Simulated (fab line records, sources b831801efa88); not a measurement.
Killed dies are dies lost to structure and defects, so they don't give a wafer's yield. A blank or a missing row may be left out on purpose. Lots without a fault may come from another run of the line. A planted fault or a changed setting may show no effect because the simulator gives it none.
Which tool did it? | flow sky130 | 9 lots, 27 wafers sampled, at 3 steps of a route of 708

WHAT THE GAUGES READ, wafer by wafer
SKY_METAL2_RS_MEAS_05: measures by four-point-probe.
lot  | measured     | on            | METAL2_ALCU_RS (ohm/sq)
L825 | day 35 07:25 | film_metro-02 | 0.1263 0.1266 0.1269
L827 | day 36 04:41 | film_metro-01 | 0.1277 0.1276 0.1272
L830 | day 36 21:46 | film_metro-02 | 0.1267 0.1261 0.1270
L831 | day 37 09:14 | film_metro-02 | 0.1276 0.1291 0.1296
L834 | day 38 02:53 | film_metro-02 | 0.1268 0.1272 0.1259
L836 | day 38 20:06 | film_metro-03 | 0.1308 0.1323 0.1306
L837 | day 39 00:10 | film_metro-01 | 0.1257 0.1261 0.1254
L843 | day 41 00:53 | film_metro-02 | 0.1262 0.1250 0.1265
L844 | day 41 06:50 | film_metro-01 | 0.1267 0.1271 0.1269

WHICH TOOL RAN EACH LOT (tool, then ch and the chambers of the sampled wafers, then the start)
lot  | SKY_VIA1_CMP_24               | SKY_METAL2_SPUTTER_00
L825 | cmp-02 ch 0,2,3, day 35 06:57 | pvd_sputter-02, day 35 07:15
L827 | cmp-01 ch 0,1,2, day 36 04:13 | pvd_sputter-02, day 36 04:31
L830 | cmp-01 ch 0,1,2, day 36 21:20 | pvd_sputter-02, day 36 21:38
L831 | cmp-02 ch 0,1,2, day 37 08:53 | pvd_sputter-04, day 37 09:05
L834 | cmp-02 ch 0,3, day 38 02:26   | pvd_sputter-01, day 38 02:44
L836 | cmp-02 ch 0,1,3, day 38 19:46 | pvd_sputter-04, day 38 19:58
L837 | cmp-02 ch 0,1,3, day 38 23:44 | pvd_sputter-02, day 38 23:59
L843 | cmp-02 ch 0,1,2, day 41 00:31 | pvd_sputter-01, day 41 00:43
L844 | cmp-01 ch 1,3, day 41 06:25   | pvd_sputter-04, day 41 06:40
- SKY_VIA1_CMP_24: polishes, stops on SiO2, t overpolish 15 s, target thk 0 nm.
- SKY_METAL2_SPUTTER_00: material Ti, target thk 15 nm, time 10 s.

THE ANSWER, worked out from the rows above alone
Rule: what is usual is taken from the lots themselves. Put in order of their means at a reading, lots are off if they are a third of the lots or fewer, leave a main group of 4 or more, and stand apart from it by a gap of 3 or more times the standard deviation of the main group's means; of several such gaps the widest counts. A main group whose means are all the same, to the digits that the tables above print for the reading, isn't used. A lot without any number at a reading at which 4 lots or more have one is off too. The other lots that the step has rows for count as sound.
No lot is off at any reading shown: from this, nothing can be told.

WHAT THE SIMULATOR HAD PUT IN
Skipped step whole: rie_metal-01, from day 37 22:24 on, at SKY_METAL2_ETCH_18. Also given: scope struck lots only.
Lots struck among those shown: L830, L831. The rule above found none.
